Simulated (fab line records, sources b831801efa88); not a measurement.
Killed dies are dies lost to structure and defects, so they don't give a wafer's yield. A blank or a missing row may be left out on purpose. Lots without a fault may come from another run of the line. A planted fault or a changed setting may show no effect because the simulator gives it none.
Which tool did it? | flow gf180mcu | 6 lots, 18 wafers sampled, at 3 steps of a route of 602

WHAT THE GAUGES READ, wafer by wafer
GF_HV_LDD_CD_MEAS_07: target cd 400 nm.
lot  | measured     | on        | cd_nm (nm)
L148 | day 10 21:42 | cd_sem-01 | 397.3 397.8 398.4
L150 | day 11 18:06 | cd_sem-02 | 402.6 403.0 401.9
L152 | day 12 13:23 | cd_sem-02 | 403.6 404.7 405.2
L156 | day 13 07:32 | cd_sem-02 | 400.8 400.7 401.1
L159 | day 14 05:18 | cd_sem-01 | 394.6 396.3 395.4
L164 | day 16 00:52 | cd_sem-01 | 402.7 401.1 397.9

WHICH TOOL RAN EACH LOT (tool, then ch and the chambers of the sampled wafers, then the start)
lot  | GF_DUAL_GATE_COAT_06              | GF_DUAL_GATE_STRIP_13
L148 | litho_track-01 ch 0, day 8 20:36  | plasma_asher-04 ch 0,1, day 9 05:12
L150 | litho_track-03 ch 0, day 9 15:28  | plasma_asher-02 ch 0,1, day 9 23:57
L152 | litho_track-01 ch 0, day 10 07:41 | plasma_asher-01 ch 0,1, day 10 17:02
L156 | litho_track-04 ch 0, day 11 00:56 | plasma_asher-01 ch 0,1, day 11 10:41
L159 | litho_track-03 ch 0, day 11 19:56 | plasma_asher-02 ch 0, day 12 06:29
L164 | litho_track-04 ch 0, day 13 10:45 | plasma_asher-02 ch 0,1, day 13 21:32
- GF_DUAL_GATE_COAT_06: resist thk 1000 nm.
- GF_DUAL_GATE_STRIP_13: strips in O2/N2.

THE ANSWER, worked out from the rows above alone
Rule: what is usual is taken from the lots themselves. Put in order of their means at a reading, lots are off if they are a third of the lots or fewer, leave a main group of 4 or more, and stand apart from it by a gap of 3 or more times the standard deviation of the main group's means; of several such gaps the widest counts. A main group whose means are all the same, to the digits that the tables above print for the reading, isn't used. A lot without any number at a reading at which 4 lots or more have one is off too. The other lots that the step has rows for count as sound.
No lot is off at any reading shown: from this, nothing can be told.

WHAT THE SIMULATOR HAD PUT IN
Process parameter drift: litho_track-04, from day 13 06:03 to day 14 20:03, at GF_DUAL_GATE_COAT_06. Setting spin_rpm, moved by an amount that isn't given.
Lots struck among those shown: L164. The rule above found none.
